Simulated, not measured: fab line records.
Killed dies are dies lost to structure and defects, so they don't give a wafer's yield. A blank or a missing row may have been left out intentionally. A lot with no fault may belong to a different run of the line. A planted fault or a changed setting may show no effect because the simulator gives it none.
fab line records + flow sfq_line
[record]
- lots = 15
- wafers = 43
- last_day = 92
route steps=325 shown I0@44 I2@116 A5B@211 M8@318
lots that met no fault: from a run of the same line without faults
start_h: the number of hours between the record's first day and the start of the first shown wafer of the lot + wait_h: hours elapsed since this lot's preceding step + " as in the row above + L1.1+2: several wafers, shown together as one row + - value missing, or start not given + * or withheld: withheld + < > ~ a bound
route shown NAME@n: NAME is a module with steps in the file, n the number in the route of the first one + usual: average and standard deviation across the fault-free wafers + same: alike in all rows + chamber/n: place in a boat + sites: each site's reading + _std_site: the values' standard deviation + _edge_site: the outer-site mean with the inner-site mean subtracted + radius_mm: how far each site lies from the wafer's centre + mask NAME#n: copy n + behind: the most recent tool/chamber to have shaped the wafer + hold: the reason the lot was held/the length of the hold in hours/how it ended + device: the n, p or np transistor that did not switch + end of line: the route-end tests of the same wafers + a step given without rows: its recipe and nothing more + killed: at the first sort, the dies lost to defects and structure; wafer yield is something else + map: the dies of a wafer, with x for killed, . for not killed, _ for no die there
set.NAME: the setting the step ran with; set.NAME@STEP: the setting that earlier step ran with + model.NAME: the simulator's own value behind a step, which no gauge read
route steps across a sampled set of lots; one table per step, one row per wafer
services: the hour from which a tool's chamber was out of use, counted from the record's first day as start_h (under 0 if before that day), plus the number of hours and why
[[steps]]
[step SFQ_TRILAYER_I0_CMP_CMP_028]
[recipe]
- material = SiO2
- down_force_psi = 3
- platen_rpm = 60
- pad_velocity_m_s = 0.94248
[usual]
- motor_current_A = 10.5/1.4
- retaining_ring_pressure_frac = 1.000/0.0052
- time_to_endpoint_s = 215/8.2
| lot.wafer | tool   | chamber | start_h | wait_h | motor_current_A | retaining_ring_pressure_frac | time_to_endpoint_s |
|-----------|--------|---------|---------|--------|-----------------|------------------------------|--------------------|
| L965.4    | cmp-01 | 3       | 255.68  | 0.0    | 10.0            | 1.007                        | 227                |
| L965.3    | "      | 0       | "       | "      | 9.5             | 0.992                        | 213                |
| L965.2    | "      | 1       | "       | "      | 10.9            | 1.000                        | 220                |
| L966.2    | cmp-01 | 3       | 261.00  | 0.5    | 9.0             | 1.003                        | 216                |
| L966.3    | "      | 1       | 262.00  | 1.5    | 10.4            | 0.999                        | 236                |
| L966.5    | "      | 2       | "       | "      | 9.6             | 0.998                        | 241                |
| L967.3    | cmp-02 | 1       | 270.21  | 0.0    | 13.5            | 1.004                        | 221                |
| L967.4    | "      | 3       | 271.21  | 1.0    | 10.4            | 1.006                        | 211                |
| L967.6    | "      | 2       | 272.71  | 2.5    | 9.8             | 1.006                        | 220                |
| L968.2    | cmp-02 | 2       | 288.34  | 1.8    | 10.4            | 1.004                        | 209                |
| L968.1    | "      | 3       | "       | "      | 10.0            | 0.997                        | 208                |
| L968.5    | "      | 1       | 289.84  | 3.3    | 13.2            | 1.001                        | 224                |
| L970.3    | cmp-02 | 3       | 304.56  | 0.0    | 10.5            | 1.004                        | 212                |
| L970.1    | "      | 0       | "       | "      | 8.6             | 1.006                        | 219                |
| L970.5    | "      | 3       | 306.56  | 2.0    | 10.5            | 1.000                        | 213                |
| L971.3    | cmp-02 | 1       | 323.22  | 11.5   | 14.3            | 0.994                        | 217                |
| L971.2    | "      | 2       | "       | "      | 10.8            | 0.995                        | 216                |
| L971.1    | "      | 0       | 324.72  | 13.0   | 8.9             | 1.003                        | 215                |
| L972.1    | cmp-02 | 3       | 326.22  | 9.7    | 10.0            | 0.994                        | 207                |
| L972.4    | "      | 0       | "       | "      | 8.8             | 1.008                        | 216                |
| L972.3    | "      | 1       | "       | "      | 13.7            | 1.002                        | 210                |
| L973.3    | cmp-01 | 3       | 335.33  | 6.8    | 9.9             | 0.997                        | 207                |
| L973.4    | "      | 0       | "       | "      | 9.9             | 1.003                        | 214                |
| L973.5    | "      | 3       | 337.33  | 8.8    | 9.9             | 0.992                        | 207                |
| L974.3    | cmp-01 | 2       | 343.83  | 9.3    | 9.5             | 1.006                        | 229                |
| L974.4    | "      | 1       | 345.33  | 10.8   | 10.9            | 1.005                        | 214                |
| L974.5    | "      | 3       | 346.33  | 11.7   | 10.0            | 1.014                        | 205                |
| L975.2    | cmp-01 | 1       | 350.51  | 6.4    | 11.3            | 0.998                        | 220                |
| L975.3    | "      | 3       | 351.51  | 7.4    | 9.3             | 1.001                        | 269                |
| L977.4    | cmp-01 | 1       | 362.51  | 2.6    | 10.8            | 1.004                        | 208                |
| L977.3    | "      | 3       | 363.51  | 3.7    | 9.7             | 0.995                        | 271                |
| L978.3    | cmp-01 | 3       | 369.63  | 0.5    | 10.0            | 0.998                        | 284                |
| L978.1    | "      | 1       | 370.63  | 1.5    | 11.0            | 1.002                        | 209                |
| L978.5    | "      | 2       | "       | "      | 9.4             | 1.005                        | 282                |
| L985.4    | cmp-01 | 1       | 432.98  | 0.0    | 11.1            | 1.000                        | 218                |
| L985.2    | "      | 2       | "       | "      | 9.6             | 1.001                        | 213                |
| L985.3    | "      | 0       | 434.48  | 1.5    | 9.5             | 0.994                        | 211                |
| L986.1    | cmp-01 | 1       | 440.30  | 0.0    | 10.4            | 1.005                        | 210                |
| L986.3    | "      | 2       | "       | "      | 9.7             | 0.993                        | 214                |
| L986.4    | "      | 0       | 441.80  | 1.5    | 10.2            | 1.003                        | 202                |
| L987.2    | cmp-02 | 0       | 449.60  | 2.3    | 8.7             | 0.989                        | 211                |
| L987.6    | "      | 1       | "       | "      | 13.9            | 1.000                        | 227                |
| L987.5    | "      | 2       | "       | "      | 10.1            | 0.990                        | 208                |
[step SFQ_TRILAYER_I0_METRO_MEASURE_029]
[usual]
- thk_nm = 199.7/1
| lot.wafer | tool          | chamber | start_h | wait_h | thk_nm |
|-----------|---------------|---------|---------|--------|--------|
| L965.2    | film_metro-04 | -       | 259.00  | 0.3    | 200.4  |
| L965.3    | "             | -       | "       | "      | 201.7  |
| L965.4    | "             | -       | "       | "      | 198.4  |
| L966.2    | film_metro-02 | -       | 263.82  | 0.3    | 199.2  |
| L966.3    | "             | -       | "       | "      | 200.5  |
| L966.5    | "             | -       | "       | "      | 201.9  |
| L967.3    | film_metro-04 | -       | 273.73  | 0.5    | 200.0  |
| L967.4    | "             | -       | "       | "      | 198.9  |
| L967.6    | "             | -       | "       | "      | 199.2  |
| L968.1    | film_metro-03 | -       | 290.46  | 0.1    | 198.0  |
| L968.2    | "             | -       | "       | "      | 200.7  |
| L968.5    | "             | -       | "       | "      | 201.6  |
| L970.1    | film_metro-02 | -       | 307.68  | 0.1    | 199.8  |
| L970.3    | "             | -       | "       | "      | 199.4  |
| L970.5    | "             | -       | "       | "      | 199.9  |
| L971.1    | film_metro-02 | -       | 326.34  | 0.1    | 197.8  |
| L971.2    | "             | -       | "       | "      | 199.5  |
| L971.3    | "             | -       | "       | "      | 199.1  |
| L972.1    | film_metro-03 | -       | 329.34  | 0.1    | 199.5  |
| L972.3    | "             | -       | "       | "      | 200.7  |
| L972.4    | "             | -       | "       | "      | 200.0  |
| L973.3    | film_metro-03 | -       | 338.35  | 0.5    | 199.5  |
| L973.4    | "             | -       | "       | "      | 199.0  |
| L973.5    | "             | -       | "       | "      | 198.5  |
| L974.3    | film_metro-04 | -       | 347.35  | 0.5    | 201.7  |
| L974.4    | "             | -       | "       | "      | 199.8  |
| L974.5    | "             | -       | "       | "      | 198.8  |
| L975.2    | film_metro-04 | -       | 353.83  | 0.3    | 199.7  |
| L975.3    | "             | -       | "       | "      | 299.1  |
| L977.3    | film_metro-04 | -       | 366.03  | 0.5    | 299.4  |
| L977.4    | "             | -       | "       | "      | 198.9  |
| L978.1    | film_metro-02 | -       | 372.25  | 0.1    | 198.7  |
| L978.3    | "             | -       | "       | "      | 304.3  |
| L978.5    | "             | -       | "       | "      | 305.4  |
| L985.2    | film_metro-02 | -       | 436.30  | 0.3    | 199.8  |
| L985.3    | "             | -       | "       | "      | 199.0  |
| L985.4    | "             | -       | "       | "      | 200.1  |
| L986.1    | film_metro-03 | -       | 443.42  | 0.1    | 199.6  |
| L986.3    | "             | -       | "       | "      | 198.5  |
| L986.4    | "             | -       | "       | "      | 198.9  |
| L987.2    | film_metro-04 | -       | 451.42  | 0.3    | 199.9  |
| L987.5    | "             | -       | "       | "      | 200.7  |
| L987.6    | "             | -       | "       | "      | 201.3  |
[step SFQ_TRILAYER_I0_VIA_ETCH_VIA_ETCH_034]
[recipe]
- target = SiO2
- stop_on = Nb
- mask_material = PR
- taper_deg = 20
- chemistry = CHF3
- target_depth_nm = 260
- source_w = 500
- bias_w = 80
- pressure_mtorr = 30
- time_s = withheld
[usual]
- drypump_motor_current_A = 5.5/0.47
- oes_product_au = 0.853/0.0048
| lot.wafer | tool        | chamber | start_h | wait_h | drypump_motor_current_A | oes_product_au |
|-----------|-------------|---------|---------|--------|-------------------------|----------------|
| L965.2    | rie_diel-01 | 3       | 383.73  | 0.0    | 5.3                     | 0.850          |
| L965.3    | "           | 0       | "       | "      | 5.7                     | 0.857          |
| L965.4    | "           | 2       | "       | "      | 6.8                     | 0.853          |
| L966.2    | rie_diel-02 | 1       | 387.33  | 0.0    | 5.0                     | 0.847          |
| L966.3    | "           | 2       | "       | "      | 5.0                     | 0.854          |
| L966.5    | "           | 2       | "       | "      | 5.0                     | 0.856          |
| L967.3    | rie_diel-04 | 2       | 398.26  | 0.0    | 5.3                     | 0.851          |
| L967.4    | "           | 3       | "       | "      | 6.1                     | 0.851          |
| L967.6    | "           | 1       | "       | "      | 5.3                     | 0.853          |
| L968.1    | rie_diel-02 | 3       | 418.78  | 0.0    | 5.8                     | 0.856          |
| L968.2    | "           | 2       | "       | "      | 5.0                     | 0.855          |
| L968.5    | "           | 1       | "       | "      | 5.0                     | 0.859          |
| L970.1    | rie_diel-02 | 2       | 440.51  | 0.0    | 5.0                     | 0.853          |
| L970.3    | "           | 0       | "       | "      | 5.5                     | 0.859          |
| L970.5    | "           | 3       | "       | "      | 5.8                     | 0.854          |
| L971.1    | rie_diel-01 | 3       | 458.31  | 0.0    | 5.3                     | 0.846          |
| L971.2    | "           | 2       | "       | "      | 6.8                     | 0.859          |
| L971.3    | "           | 1       | "       | "      | 5.5                     | 0.853          |
| L972.1    | rie_diel-04 | 0       | 460.71  | 0.0    | 5.7                     | 0.848          |
| L972.3    | "           | 2       | "       | "      | 5.3                     | 0.857          |
| L972.4    | "           | 1       | "       | "      | 5.4                     | 0.859          |
| L973.3    | rie_diel-01 | 0       | 470.75  | 0.0    | 5.6                     | 0.854          |
| L973.4    | "           | 3       | "       | "      | 5.3                     | 0.849          |
| L973.5    | "           | 2       | "       | "      | 6.8                     | 0.852          |
| L974.3    | rie_diel-02 | 1       | 477.95  | 0.0    | 5.0                     | 0.854          |
| L974.4    | "           | 2       | "       | "      | 5.0                     | 0.853          |
| L974.5    | "           | 1       | "       | "      | 4.9                     | 0.856          |
| L975.2    | rie_diel-04 | 2       | 479.15  | 0.0    | 5.3                     | 0.855          |
| L975.3    | "           | 3       | "       | "      | 6.1                     | 0.999          |
| L977.3    | rie_diel-02 | 1       | 481.55  | 0.0    | 5.0                     | 1.001          |
| L977.4    | "           | 2       | "       | "      | 5.0                     | 0.855          |
| L978.1    | rie_diel-04 | 3       | 482.75  | 0.0    | 6.0                     | 0.852          |
| L978.3    | "           | 0       | "       | "      | 5.7                     | 0.987          |
| L978.5    | "           | 1       | "       | "      | 5.4                     | 1.000          |
| L985.2    | rie_diel-04 | 3       | 491.15  | 0.0    | 6.0                     | 0.860          |
| L985.3    | "           | 1       | "       | "      | 5.3                     | 0.851          |
| L985.4    | "           | 2       | "       | "      | 5.3                     | 0.861          |
| L986.1    | rie_diel-02 | 1       | 492.35  | 0.0    | 5.0                     | 0.854          |
| L986.3    | "           | 3       | "       | "      | 5.8                     | 0.844          |
| L986.4    | "           | 1       | "       | "      | 5.0                     | 0.854          |
| L987.2    | rie_diel-01 | 1       | 493.55  | 0.0    | 5.5                     | 0.853          |
| L987.5    | "           | 2       | "       | "      | 6.8                     | 0.855          |
| L987.6    | "           | 3       | "       | "      | 5.3                     | 0.849          |
[step SFQ_TRILAYER_I2_VIA_STRIP_STRIP_071]
[recipe]
- gas = O2
- power_w = 200
- platen_temp_c = 40
- overash_fraction = 0.65
- chemistry = O2
- pressure_mtorr = 50
[usual]
- drypump_motor_current_A = 6.0/0.35
- oes_product_au = 1.005/0.012
| lot.wafer | tool         | chamber | start_h | wait_h | drypump_motor_current_A | oes_product_au | rf_hours_counter_h |
|-----------|--------------|---------|---------|--------|-------------------------|----------------|--------------------|
| L965.2    | rie_metal-02 | 1       | 1005.58 | -      | 5.9                     | 1.007          | -                  |
| L965.3    | "            | 1       | "       | "      | 5.9                     | 1.006          | -                  |
| L965.4    | "            | 1       | "       | "      | 5.9                     | 1.003          | -                  |
| L966.2    | rie_metal-01 | 1       | 1006.58 | -      | 6.1                     | 0.988          | 56                 |
| L966.3    | "            | 1       | "       | "      | 6.1                     | 0.994          | -                  |
| L966.5    | "            | 1       | "       | "      | 6.1                     | 0.989          | -                  |
| L967.3    | rie_metal-02 | 1       | 1017.78 | -      | 5.9                     | 1.007          | -                  |
| L967.4    | "            | 1       | "       | "      | 5.9                     | 0.994          | -                  |
| L967.6    | "            | 1       | "       | "      | 5.9                     | 1.002          | -                  |
| L968.1    | rie_metal-04 | 1       | 1031.90 | -      | 5.2                     | 1.015          | 6                  |
| L968.2    | "            | 0       | "       | "      | 6.4                     | 0.986          | 11                 |
| L968.5    | "            | 1       | "       | "      | 5.2                     | 1.004          | -                  |
| L970.1    | rie_metal-01 | 1       | 1051.10 | -      | 6.1                     | 0.994          | 63                 |
| L970.3    | "            | 0       | "       | "      | 5.9                     | 0.997          | -                  |
| L970.5    | "            | 1       | "       | "      | 6.1                     | 0.991          | -                  |
| L971.1    | rie_metal-02 | 0       | 1072.70 | -      | 6.2                     | 1.013          | 26                 |
| L971.2    | "            | 1       | "       | "      | 5.9                     | 1.017          | 139                |
| L971.3    | "            | 0       | "       | "      | 6.2                     | 1.014          | -                  |
| L972.1    | rie_metal-02 | 1       | 1078.70 | -      | 5.9                     | 1.026          | 141                |
| L972.3    | "            | 0       | "       | "      | 6.2                     | 1.011          | -                  |
| L972.4    | "            | 1       | "       | "      | 5.9                     | 1.023          | -                  |
| L973.3    | rie_metal-02 | 1       | 1082.58 | -      | 5.9                     | 1.017          | -                  |
| L973.4    | "            | 0       | "       | "      | 6.3                     | 1.018          | -                  |
| L973.5    | "            | 0       | "       | "      | 6.2                     | 1.014          | -                  |
| L974.3    | rie_metal-01 | 1       | 1084.98 | -      | 6.1                     | 0.976          | -                  |
| L974.4    | "            | 0       | "       | "      | 6.0                     | 1.002          | -                  |
| L974.5    | "            | 0       | "       | "      | 6.0                     | 0.995          | -                  |
| L975.2    | rie_metal-04 | 1       | 1085.98 | -      | 5.1                     | 1.018          | 12                 |
| L975.3    | "            | 0       | "       | "      | 6.4                     | 0.990          | -                  |
| L977.3    | rie_metal-01 | 1       | 1088.58 | -      | 6.1                     | 0.984          | -                  |
| L977.4    | "            | 0       | "       | "      | 6.0                     | 1.004          | -                  |
| L978.1    | rie_metal-04 | 1       | 1090.78 | -      | 5.1                     | 1.018          | 12                 |
| L978.3    | "            | 1       | "       | "      | 5.1                     | 1.018          | -                  |
| L978.5    | "            | 0       | "       | "      | 6.4                     | 0.999          | -                  |
| L985.2    | rie_metal-01 | 0       | 1106.61 | -      | 5.9                     | 0.993          | 106                |
| L985.3    | "            | 1       | "       | "      | 6.1                     | 0.993          | -                  |
| L985.4    | "            | 0       | "       | "      | 5.9                     | 0.994          | -                  |
| L986.1    | rie_metal-02 | 0       | 1107.81 | -      | 6.2                     | 1.022          | 29                 |
| L986.3    | "            | 0       | "       | "      | 6.2                     | 1.022          | -                  |
| L986.4    | "            | 1       | "       | "      | 5.9                     | 1.018          | -                  |
| L987.2    | rie_metal-02 | 1       | 1112.61 | -      | 5.9                     | 1.005          | 143                |
| L987.5    | "            | 0       | "       | "      | 6.2                     | 1.012          | -                  |
| L987.6    | "            | 1       | "       | "      | 5.9                     | 1.002          | -                  |
[step SFQ_TRILAYER_A5B_METRO_MEASURE_131]
[usual]
- thk_nm = 340/5.8
| lot.wafer | tool          | chamber | start_h | wait_h | thk_nm |
|-----------|---------------|---------|---------|--------|--------|
| L965.2    | film_metro-02 | -       | 1221.00 | 2.2    | 344    |
| L965.3    | "             | -       | "       | "      | 332    |
| L965.4    | "             | -       | "       | "      | 335    |
| L966.2    | film_metro-01 | -       | 1550.15 | 2.2    | 346    |
| L966.3    | "             | -       | "       | "      | 334    |
| L966.5    | "             | -       | "       | "      | 342    |
| L967.3    | film_metro-01 | -       | 1553.35 | 1.9    | 345    |
| L967.4    | "             | -       | "       | "      | 340    |
| L967.6    | "             | -       | "       | "      | 333    |
| L968.1    | film_metro-01 | -       | 1555.95 | 2.5    | 342    |
| L968.2    | "             | -       | "       | "      | 332    |
| L968.5    | "             | -       | "       | "      | 344    |
| L970.1    | film_metro-02 | -       | 1574.58 | 2.0    | 339    |
| L970.3    | "             | -       | "       | "      | 344    |
| L970.5    | "             | -       | "       | "      | 334    |
| L971.1    | film_metro-02 | -       | 1582.56 | 2.5    | 331    |
| L971.2    | "             | -       | "       | "      | 338    |
| L971.3    | "             | -       | "       | "      | 341    |
| L972.1    | film_metro-02 | -       | 1594.56 | 1.0    | 345    |
| L972.3    | "             | -       | "       | "      | 343    |
| L972.4    | "             | -       | "       | "      | 341    |
| L973.3    | film_metro-01 | -       | 1597.96 | 2.9    | 336    |
| L973.4    | "             | -       | "       | "      | 339    |
| L973.5    | "             | -       | "       | "      | 340    |
| L974.3    | film_metro-02 | -       | 1600.96 | 2.4    | 354    |
| L974.4    | "             | -       | "       | "      | 347    |
| L974.5    | "             | -       | "       | "      | 348    |
| L975.2    | film_metro-01 | -       | 1601.78 | 2.2    | 344    |
| L975.3    | "             | -       | "       | "      | 334    |
| L978.1    | film_metro-01 | -       | 1615.56 | 1.0    | 335    |
| L978.3    | "             | -       | "       | "      | 345    |
| L978.5    | "             | -       | "       | "      | 339    |
| L977.3    | film_metro-01 | -       | 1617.98 | 2.4    | 344    |
| L977.4    | "             | -       | "       | "      | 342    |
| L985.2    | film_metro-01 | -       | 1743.37 | 1.7    | 342    |
| L985.3    | "             | -       | "       | "      | 332    |
| L985.4    | "             | -       | "       | "      | 335    |
| L986.1    | film_metro-01 | -       | 1752.17 | 2.5    | 347    |
| L986.3    | "             | -       | "       | "      | 342    |
| L986.4    | "             | -       | "       | "      | 342    |
| L987.2    | film_metro-02 | -       | 1764.37 | 2.2    | 346    |
| L987.5    | "             | -       | "       | "      | 352    |
| L987.6    | "             | -       | "       | "      | 346    |
[step SFQ_M8_OVL_MEAS_948]
[usual]
- M8_OVL = 2/6.2
| lot.wafer | tool       | chamber | start_h | wait_h | M8_OVL[nm] |
|-----------|------------|---------|---------|--------|------------|
| L965.2    | overlay-01 | -       | 1831.73 | 0.1    | 5          |
| L965.3    | "          | -       | "       | "      | 0          |
| L965.4    | "          | -       | "       | "      | 8          |
| L966.2    | overlay-01 | -       | 1904.97 | 0.1    | -1         |
| L966.3    | "          | -       | "       | "      | 0          |
| L966.5    | "          | -       | "       | "      | -7         |
| L967.3    | overlay-02 | -       | 1908.57 | 0.1    | 5          |
| L967.4    | "          | -       | "       | "      | 13         |
| L967.6    | "          | -       | "       | "      | 15         |
| L968.1    | overlay-01 | -       | 1909.76 | 0.1    | 7          |
| L968.2    | "          | -       | "       | "      | 4          |
| L968.5    | "          | -       | "       | "      | -1         |
| L970.1    | overlay-01 | -       | 1920.56 | 0.1    | -1         |
| L970.3    | "          | -       | "       | "      | -2         |
| L970.5    | "          | -       | "       | "      | -4         |
| L971.1    | overlay-02 | -       | 1924.16 | 0.1    | 10         |
| L971.2    | "          | -       | "       | "      | 10         |
| L971.3    | "          | -       | "       | "      | 2          |
| L972.1    | overlay-01 | -       | 1926.56 | 0.1    | 5          |
| L972.3    | "          | -       | "       | "      | 6          |
| L972.4    | "          | -       | "       | "      | -2         |
| L973.3    | overlay-02 | -       | 1932.86 | 0.1    | 5          |
| L973.4    | "          | -       | "       | "      | -1         |
| L973.5    | "          | -       | "       | "      | 7          |
| L974.3    | overlay-01 | -       | 1936.30 | 0.1    | -10        |
| L974.4    | "          | -       | "       | "      | -10        |
| L974.5    | "          | -       | "       | "      | -6         |
| L975.2    | overlay-01 | -       | 1937.62 | 0.1    | -5         |
| L975.3    | "          | -       | "       | "      | 3          |
| L978.1    | overlay-01 | -       | 1943.05 | 0.1    | -4         |
| L978.3    | "          | -       | "       | "      | -2         |
| L978.5    | "          | -       | "       | "      | -4         |
| L977.3    | overlay-01 | -       | 1944.56 | 0.1    | 8          |
| L977.4    | "          | -       | "       | "      | 6          |
| L985.2    | overlay-02 | -       | 2204.21 | 0.1    | 1          |
| L985.3    | "          | -       | "       | "      | 3          |
| L985.4    | "          | -       | "       | "      | 13         |
| L986.1    | overlay-02 | -       | 2207.80 | 0.1    | 3          |
| L986.3    | "          | -       | "       | "      | 3          |
| L986.4    | "          | -       | "       | "      | 4          |
| L987.2    | overlay-01 | -       | 2210.96 | 0.1    | -6         |
| L987.5    | "          | -       | "       | "      | 0          |
| L987.6    | "          | -       | "       | "      | -1         |
[[services]]
| tool          | chamber | start_h | hours | kind   |
|---------------|---------|---------|-------|--------|
| film_metro-02 | -       | 373.45  | 1.7   | pm     |
| film_metro-02 | -       | 432.38  | 0.6   | pm     |
| film_metro-02 | -       | 449.21  | 0.5   | pm     |
| film_metro-02 | -       | 506.78  | 6.5   | pm     |
| film_metro-02 | -       | 563.41  | 1.6   | pm     |
| film_metro-02 | -       | 617.34  | 0.8   | pm     |
| film_metro-02 | -       | 677.38  | 0.3   | pm     |
| film_metro-02 | -       | 694.21  | 0.5   | pm     |
| film_metro-02 | -       | 862.40  | 1.4   | pm     |
| film_metro-02 | -       | 922.38  | 0.9   | pm     |
| film_metro-02 | -       | 939.21  | 2.2   | pm     |
| film_metro-02 | -       | 1108.23 | 0.3   | pm     |
| film_metro-02 | -       | 1167.52 | 0.9   | pm     |
| film_metro-02 | -       | 1184.21 | 0.4   | pm     |
| film_metro-02 | -       | 1256.59 | 3.5   | repair |
| film_metro-02 | -       | 1352.34 | 1.3   | pm     |
| film_metro-02 | -       | 1355.10 | 0.5   | pm     |
| film_metro-02 | -       | 1412.38 | 0.6   | pm     |
| film_metro-02 | -       | 1429.21 | 0.9   | pm     |
| film_metro-02 | -       | 1497.15 | 1.9   | pm     |
| film_metro-02 | -       | 1597.34 | 1.5   | pm     |
| film_metro-02 | -       | 1657.38 | 0.3   | pm     |
| film_metro-02 | -       | 1663.41 | 1.9   | pm     |
| film_metro-02 | -       | 1674.21 | 1.6   | pm     |
[[key]]
[first_sign]
- step = SFQ_TRILAYER_I0_CMP_CMP_028
- reading = time_to_endpoint_s
- direction = up
- sigmas = 7.5
- usual = *
- struck = *
[effect]
- step = SFQ_TRILAYER_I0_METRO_MEASURE_029
- reading = thk_nm
- direction = up
- sigmas = 99+
- usual = 199.7
- struck = 302.1
[effect]
- step = SFQ_TRILAYER_I0_VIA_ETCH_VIA_ETCH_034
- reading = oes_product_au
- direction = up
- sigmas = 30
- usual = 0.853
- struck = 0.997
met_at SFQ_TRILAYER_I0_CMP_CMP_028
struck_lots L975,L977,L978
struck_wafers L975.3,L977.3,L978.3,L978.5
not_acting_at SFQ_TRILAYER_I2_VIA_STRIP_STRIP_071,SFQ_TRILAYER_A5B_METRO_MEASURE_131,SFQ_M8_OVL_MEAS_948
onset_between 343.83 350.51
[fault]
- kind = process_parameter_drift
- tool = cmp-01
- chamber = -
- onset_h = 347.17
- steps = SFQ_TRILAYER_I0_CMP_CMP_028
- channel = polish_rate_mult
- offset = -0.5
- shape = step
- end_h = 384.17
- scope = struck_wafers_only
